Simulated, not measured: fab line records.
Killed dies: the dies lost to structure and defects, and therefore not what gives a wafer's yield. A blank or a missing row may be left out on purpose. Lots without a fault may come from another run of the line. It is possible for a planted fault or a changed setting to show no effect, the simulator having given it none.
One fault through the eyes of 2 desks + flow sky130 + each desk holds nothing but its own numbers, with what lay behind them at the end

== THE METROLOGY DESK ==
Means of the sampled wafers that have a number, per lot and without regard to the tool the lot ran on: this is what the gauges read. If a lot's mean is further than 4 standard deviations from the usual mean, the lot is out of limits and carries the mark OUT (the distance appears in the brackets).
Columns: A = cdNm at SKY_LI_CONTACT_CD_MEAS_12, usual 170.5 nm; B = LI_CONTACT_OVL at SKY_LI_CONTACT_OVL_MEAS_13, usual -4 nm
| lot  | first seen here | A     | B  |
|------|-----------------|-------|----|
| L726 | day 28 22:13    | 169.5 | -1 |
| L729 | day 30 11:08    | 169.5 | -5 |
| L735 | day 32 08:51    | 170.7 | -5 |
| L744 | day 34 20:58    | 170.2 | -9 |
| L748 | day 37 13:11    | 168.9 | -8 |
Finding of this desk: none of the 5 lots has anything out of limits.

== FOR THE TOOL OWNER'S DESK: pvdSputter-04 ==
The tool's own readings at SKY_LI_CONTACT_SPUTTER_19 (material Ti, target thk 20 nm, time 106.37 s): means of the sampled wafers that have a number, for each lot that ran on this tool. If a lot's mean is further than 4 standard deviations from the usual mean, the lot is out of limits and carries the mark OUT (the distance appears in the brackets).
Columns: A = cathodeDcPowerW at SKY_LI_CONTACT_SPUTTER_19, usual 2500.0 W; B = throttleValvePct at SKY_LI_CONTACT_SPUTTER_19, usual 30.1 %
| lot  | first seen here | A                | B    |
|------|-----------------|------------------|------|
| L729 | day 30 11:44    | 2500.1           | 29.1 |
| L735 | day 32 09:25    | 2529.8 (+71) OUT | 29.7 |
This desk finds L735 out of limits, L735 being first, at day 32 09:25 (cathodeDcPowerW at SKY_LI_CONTACT_SPUTTER_19). Within limits: L729.

== ALL TOGETHER ==
At day 32 09:25, on L735, the tool owner's desk was in a position to raise an alarm.
Metrology desk: nothing out of limits seen.
The metrology desk holds a record of L735, inside its limits.
Of the lots named, all ran SKY_LI_CONTACT_SPUTTER_19 on pvdSputter-04.

== WHAT HAD BEEN PUT IN BY THE SIMULATOR ==
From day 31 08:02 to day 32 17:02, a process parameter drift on pvdSputter-04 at SKY_LI_CONTACT_SPUTTER_19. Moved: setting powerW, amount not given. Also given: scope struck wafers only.
Lots struck among those shown: L735.
How many hours passed from the start of the fault until each desk's first out-of-limits reading: the tool owner's desk, 25.
